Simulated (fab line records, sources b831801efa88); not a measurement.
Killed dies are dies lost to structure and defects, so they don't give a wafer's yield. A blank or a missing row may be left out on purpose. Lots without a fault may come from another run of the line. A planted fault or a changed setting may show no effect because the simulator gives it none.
Split-lot experiment | flow sky130 | 5 lots, 23 wafers read, on a route of 708 steps

THE SPLIT
At SKY_LI_CONTACT_CMP_02 (polishes PSG), the setting leave_above_ref_nm was moved away from the recipe's 597.2 nm on 12 of the 23 wafers read, by -6.2% to +4.2%. The other wafers ran this setting at the recipe's value.

The file shows no step between the split and the reading.

THE READING
oes_product_au, in a.u., at SKY_LI_CONTACT_ETCH_15 (etches PSG in C4F8/O2/Ar, stops on Si, target depth 600 nm). Fault-free wafers of this fab line usually give 0.838 a.u., standard deviation 0.0042 a.u..

wafer  | tool, chamber at the split | leave_above_ref_nm as run, nm | against the recipe | oes_product_au, a.u. | against lot-mates on the recipe
L074.2 | cmp-01, 2,0                | 597.2                         | recipe             | 0.836                | -
L074.3 | cmp-01, 2,0                | 597.2                         | recipe             | 0.831                | -
L074.4 | cmp-01, 1                  | 597.2                         | recipe             | 0.837                | -
L075.1 | cmp-02, 1                  | 583.5                         | -2.3%              | 0.831                | -0.003
L075.2 | cmp-02, 0                  | 583.5                         | -2.3%              | 0.826                | -0.008
L075.3 | cmp-02, 2                  | 597.2                         | recipe             | 0.834                | -
L075.5 | cmp-02, 1                  | 597.2                         | recipe             | 0.834                | -
L075.6 | cmp-02, 0                  | 583.5                         | -2.3%              | 0.827                | -0.007
L080.1 | cmp-02, 1                  | 597.2                         | recipe             | 0.839                | -
L080.2 | cmp-02, 3                  | 597.2                         | recipe             | 0.842                | -
L080.3 | cmp-02, 2                  | 560.1                         | -6.2%              | 0.804                | -0.036
L080.4 | cmp-02, 0                  | 560.1                         | -6.2%              | 0.810                | -0.030
L080.5 | cmp-02, 1                  | 560.1                         | -6.2%              | 0.812                | -0.028
L083.1 | cmp-01, 3                  | 597.2                         | recipe             | 0.846                | -
L083.2 | cmp-01, 0                  | 597.2                         | recipe             | 0.834                | -
L083.3 | cmp-01, 1                  | 622.1                         | +4.2%              | 0.853                | +0.013
L083.5 | cmp-01, 1                  | 622.1                         | +4.2%              | 0.857                | +0.017
L083.6 | cmp-01, 2                  | 622.1                         | +4.2%              | 0.867                | +0.027
L085.1 | cmp-01, 3                  | 597.2                         | recipe             | 0.838                | -
L085.2 | cmp-01, 2                  | 597.2                         | recipe             | 0.836                | -
L085.3 | cmp-01, 0                  | 621                           | +4.0%              | 0.854                | +0.017
L085.4 | cmp-01, 1                  | 621                           | +4.0%              | 0.862                | +0.025
L085.6 | cmp-01, 1                  | 621                           | +4.0%              | 0.850                | +0.013
Where a row lists several chambers, the file gives one row for several wafers and doesn't say which wafer went through which chamber.

THE FIT
A straight line over all 23 wafers: oes_product_au changes by +0.00469 a.u. for each +1% of leave_above_ref_nm; r = +0.96; the points scatter about the line by 0.0045 a.u..
The same after taking each lot's own level away (the mean of its wafers on the recipe; 23 wafers): +0.00472 a.u. for each +1%; r = +0.96; scatter 0.0045 a.u..
On that fit, the largest move of leave_above_ref_nm shifts the reading by 0.029 a.u..
The lots' own levels span 0.8340 to 0.8405 a.u., that is 1.5 times the standard deviation above.
So the lot-to-lot level changes the slope little: the two slopes agree.
Check: with one of the wafers moved furthest among these (-6.2%) left out of the fit, the line predicts -0.0272 a.u. for it against its lot-mates. It came out at -0.0365 a.u. against them.

OTHER SPLITS ON THESE WAFERS
These wafers also went through other splits before the reading. Each is held against what the fit with the lots' levels taken away leaves over:
other split on the same wafers | wafers away from the commonest value | r with oes_product_au (lot level and that fit taken away)
SKY_SD_N_IMPLANT_09 energy_kev | 8                                    | -0.17

THE WHOLE CHAIN: every reading that the file lists as answering this split, in the file's order
step                   | what it does                                               | reading                                                                             | change (the file's fit)                   | r (the file's)
SKY_LI_CONTACT_CMP_02  | polishes PSG                                               | PSG_of_LI_CONTACT_HDPCVD_00.thk_nm (the simulator's own value, which no gauge read) | +5.98 nm for each +1% of the setting      | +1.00
SKY_LI_CONTACT_ETCH_15 | etches PSG in C4F8/O2/Ar, stops on Si, target depth 600 nm | oes_product_au                                                                      | +0.00469 a.u. for each +1% of the setting | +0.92
SKY_LI_CONTACT_ETCH_15 | etches PSG in C4F8/O2/Ar, stops on Si, target depth 600 nm | LI_CONTACT.feature_depth_nm (the simulator's own value, which no gauge read)        | +5.98 nm for each +1% of the setting      | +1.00

THE FILE'S OWN FIT
oes_product_au changes by +0.00469 a.u. for each +1% of leave_above_ref_nm, r = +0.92.
